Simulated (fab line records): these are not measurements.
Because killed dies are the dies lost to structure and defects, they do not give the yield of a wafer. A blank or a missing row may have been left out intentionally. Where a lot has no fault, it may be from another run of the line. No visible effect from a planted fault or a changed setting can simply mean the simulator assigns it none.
Which tool did it? || flow gf180mcu || 42 wafers from 14 lots sampled at 4 of the route's 602 steps

WHAT THE GAUGES SHOWED, per wafer
GF_V3_BOW_MEAS_05. Usual: V3_BOW typically reads 120 um, with standard deviation 8.2.
{"lot": "L300", "measured": "day 21 23:04", "on": "film metro-03", "V3_BOW (um)": "106 110 119", "flag": ""}
{"lot": "L305", "measured": "day 23 02:40", "on": "film metro-01", "V3_BOW (um)": "134 129 135", "flag": ""}
{"lot": "L313", "measured": "day 26 01:49", "on": "film metro-03", "V3_BOW (um)": "124 118 123", "flag": ""}
{"lot": "L314", "measured": "day 26 06:11", "on": "film metro-03", "V3_BOW (um)": "114 119 117", "flag": ""}
{"lot": "L315", "measured": "day 26 18:15", "on": "film metro-03", "V3_BOW (um)": "132 116 125", "flag": ""}
{"lot": "L316", "measured": "day 26 21:46", "on": "film metro-04", "V3_BOW (um)": "110 119 124", "flag": ""}
{"lot": "L317", "measured": "day 27 07:53", "on": "film metro-01", "V3_BOW (um)": "118 117 117", "flag": ""}
{"lot": "L318", "measured": "day 27 08:37", "on": "film metro-01", "V3_BOW (um)": "129 116 124", "flag": ""}
{"lot": "L319", "measured": "day 27 22:11", "on": "film metro-01", "V3_BOW (um)": "115 127 122", "flag": ""}
{"lot": "L320", "measured": "day 28 01:01", "on": "film metro-01", "V3_BOW (um)": "111 112 124", "flag": ""}
{"lot": "L322", "measured": "day 28 16:25", "on": "film metro-04", "V3_BOW (um)": "115 138 143", "flag": ""}
{"lot": "L323", "measured": "day 28 21:10", "on": "film metro-04", "V3_BOW (um)": "112 120 109", "flag": ""}

GF_V3_OVL_MEAS_15. Usual: V3_OVL typically reads 2 nm, with standard deviation 5.4.
{"lot": "L300", "measured": "day 22 22:43", "on": "overlay-02", "V3_OVL (nm)": "-6 3 -1", "flag": ""}
{"lot": "L305", "measured": "day 24 01:01", "on": "overlay-01", "V3_OVL (nm)": "4 7 11", "flag": ""}
{"lot": "L313", "measured": "day 26 22:24", "on": "overlay-01", "V3_OVL (nm)": "2 3 6", "flag": ""}
{"lot": "L314", "measured": "day 27 03:18", "on": "overlay-02", "V3_OVL (nm)": "-1 2 5", "flag": ""}
{"lot": "L315", "measured": "day 27 16:04", "on": "overlay-01", "V3_OVL (nm)": "-2 -1 3", "flag": ""}
{"lot": "L316", "measured": "day 27 17:09", "on": "overlay-01", "V3_OVL (nm)": "-8 2 -6", "flag": ""}
{"lot": "L317", "measured": "day 28 02:34", "on": "overlay-02", "V3_OVL (nm)": "5 12 4", "flag": ""}
{"lot": "L318", "measured": "day 28 03:46", "on": "overlay-01", "V3_OVL (nm)": "-3 -3 -2", "flag": ""}
{"lot": "L319", "measured": "day 28 17:34", "on": "overlay-02", "V3_OVL (nm)": "-12 2 -2", "flag": ""}
{"lot": "L320", "measured": "day 28 20:46", "on": "overlay-02", "V3_OVL (nm)": "-7 -1 5", "flag": ""}
{"lot": "L322", "measured": "day 29 11:58", "on": "overlay-01", "V3_OVL (nm)": "0 -7 3", "flag": ""}
{"lot": "L323", "measured": "day 29 16:09", "on": "overlay-01", "V3_OVL (nm)": "3 11 3", "flag": ""}

WHAT TOOL EACH LOT RAN ON (gives the tool, then ch and the chambers of the sampled wafers, and finally the start)
{"lot": "L300", "GF_VT_IMPLANT_DEVELOP_39": "litho track-02 ch 0, day 8 00:20", "GF_V1_SPUTTER_21": "pvd sputter-01, day 18 17:09"}
{"lot": "L305", "GF_VT_IMPLANT_DEVELOP_39": "litho track-03 ch 0, day 8 18:50", "GF_V1_SPUTTER_21": "pvd sputter-01, day 19 21:03"}
{"lot": "L304", "GF_VT_IMPLANT_DEVELOP_39": "litho track-02, day 8 21:32", "GF_V1_SPUTTER_21": "-"}
{"lot": "L306", "GF_VT_IMPLANT_DEVELOP_39": "litho track-04, day 9 07:24", "GF_V1_SPUTTER_21": "-"}
{"lot": "L313", "GF_VT_IMPLANT_DEVELOP_39": "litho track-02 ch 0, day 11 04:53", "GF_V1_SPUTTER_21": "pvd sputter-03, day 23 02:11"}
{"lot": "L314", "GF_VT_IMPLANT_DEVELOP_39": "litho track-04 ch 0, day 11 09:48", "GF_V1_SPUTTER_21": "pvd sputter-03, day 23 07:38"}
{"lot": "L315", "GF_VT_IMPLANT_DEVELOP_39": "litho track-03 ch 0, day 11 19:18", "GF_V1_SPUTTER_21": "pvd sputter-03, day 23 20:18"}
{"lot": "L316", "GF_VT_IMPLANT_DEVELOP_39": "litho track-03 ch 0, day 12 00:33", "GF_V1_SPUTTER_21": "pvd sputter-03, day 24 01:25"}
{"lot": "L317", "GF_VT_IMPLANT_DEVELOP_39": "litho track-02 ch 0, day 12 09:22", "GF_V1_SPUTTER_21": "pvd sputter-02, day 24 12:46"}
{"lot": "L318", "GF_VT_IMPLANT_DEVELOP_39": "litho track-02 ch 0, day 12 12:40", "GF_V1_SPUTTER_21": "pvd sputter-01, day 24 12:50"}
{"lot": "L319", "GF_VT_IMPLANT_DEVELOP_39": "litho track-04 ch 0, day 12 21:48", "GF_V1_SPUTTER_21": "pvd sputter-02, day 25 03:03"}
{"lot": "L320", "GF_VT_IMPLANT_DEVELOP_39": "litho track-03 ch 0, day 13 01:48", "GF_V1_SPUTTER_21": "pvd sputter-03, day 25 08:09"}
{"lot": "L322", "GF_VT_IMPLANT_DEVELOP_39": "litho track-04 ch 0, day 13 15:50", "GF_V1_SPUTTER_21": "pvd sputter-02, day 25 22:07"}
{"lot": "L323", "GF_VT_IMPLANT_DEVELOP_39": "litho track-02 ch 0, day 13 23:38", "GF_V1_SPUTTER_21": "pvd sputter-02, day 26 04:42"}
- GF_VT_IMPLANT_DEVELOP_39: develop time 60 s.
- GF_V1_SPUTTER_21: material Ti, target thk 15 nm, time 80.02 s.

AS READ BY THE TOOLS THEMSELVES (means over the sampled wafers that have a number; for cases with no such wafer, the mark the record gives instead)
GF_VT_IMPLANT_DEVELOP_39. Usual: chill plate temp C at 22.98 C, with a standard deviation of 0.1.
{"lot": "L300", "tool": "litho track-02", "chill plate temp C (C)": 23.02, "flag": ""}
{"lot": "L305", "tool": "litho track-03", "chill plate temp C (C)": 22.97, "flag": ""}
{"lot": "L304", "tool": "litho track-02", "chill plate temp C (C)": "-", "flag": "OFF"}
{"lot": "L306", "tool": "litho track-04", "chill plate temp C (C)": "-", "flag": "OFF"}
{"lot": "L313", "tool": "litho track-02", "chill plate temp C (C)": 23.04, "flag": ""}
{"lot": "L314", "tool": "litho track-04", "chill plate temp C (C)": 22.99, "flag": ""}
{"lot": "L315", "tool": "litho track-03", "chill plate temp C (C)": 23.01, "flag": ""}
{"lot": "L316", "tool": "litho track-03", "chill plate temp C (C)": 23.07, "flag": ""}
{"lot": "L317", "tool": "litho track-02", "chill plate temp C (C)": 22.92, "flag": ""}
{"lot": "L318", "tool": "litho track-02", "chill plate temp C (C)": 23.03, "flag": ""}
{"lot": "L319", "tool": "litho track-04", "chill plate temp C (C)": 22.92, "flag": ""}
{"lot": "L320", "tool": "litho track-03", "chill plate temp C (C)": 22.98, "flag": ""}
{"lot": "L322", "tool": "litho track-04", "chill plate temp C (C)": 22.88, "flag": ""}
{"lot": "L323", "tool": "litho track-02", "chill plate temp C (C)": 22.89, "flag": ""}

GF_V1_SPUTTER_21. Usual: throttle valve pct at 30.1 %, with a standard deviation of 0.69.
{"lot": "L300", "tool": "pvd sputter-01", "throttle valve pct (%)": 30.1, "flag": ""}
{"lot": "L305", "tool": "pvd sputter-01", "throttle valve pct (%)": 29.8, "flag": ""}
{"lot": "L313", "tool": "pvd sputter-03", "throttle valve pct (%)": 30.9, "flag": ""}
{"lot": "L314", "tool": "pvd sputter-03", "throttle valve pct (%)": 30.2, "flag": ""}
{"lot": "L315", "tool": "pvd sputter-03", "throttle valve pct (%)": 30.6, "flag": ""}
{"lot": "L316", "tool": "pvd sputter-03", "throttle valve pct (%)": 30.4, "flag": ""}
{"lot": "L317", "tool": "pvd sputter-02", "throttle valve pct (%)": 30.0, "flag": ""}
{"lot": "L318", "tool": "pvd sputter-01", "throttle valve pct (%)": 29.7, "flag": ""}
{"lot": "L319", "tool": "pvd sputter-02", "throttle valve pct (%)": 29.9, "flag": ""}
{"lot": "L320", "tool": "pvd sputter-03", "throttle valve pct (%)": 30.6, "flag": ""}
{"lot": "L322", "tool": "pvd sputter-02", "throttle valve pct (%)": 29.5, "flag": ""}
{"lot": "L323", "tool": "pvd sputter-02", "throttle valve pct (%)": 30.0, "flag": ""}

THE ANSWER, worked out from the rows above alone
Rule: a lot counts as off when the mean over its wafers that have a number is more than 3 standard deviations away from the usual mean. Also off: a lot with no number at a reading for which 4 or more lots have one. Where the step has rows for the other lots, those lots are counted as sound. First the gauges in route order, then the tools' own readings, where a lot's mean is used as printed above. At the first step where some lot is off, the reading lying furthest off is the one used; lots without a number count as furthest.
Off at GF_VT_IMPLANT_DEVELOP_39 (chill plate temp C): L304, L306. Without a number there: L304, L306.
A tool fits if, at that step or a process step before it, it ran every lot that is off, and no sound lot after the first of them. No candidate that was tried fits.

WHAT THE SIMULATOR HAD PUT IN
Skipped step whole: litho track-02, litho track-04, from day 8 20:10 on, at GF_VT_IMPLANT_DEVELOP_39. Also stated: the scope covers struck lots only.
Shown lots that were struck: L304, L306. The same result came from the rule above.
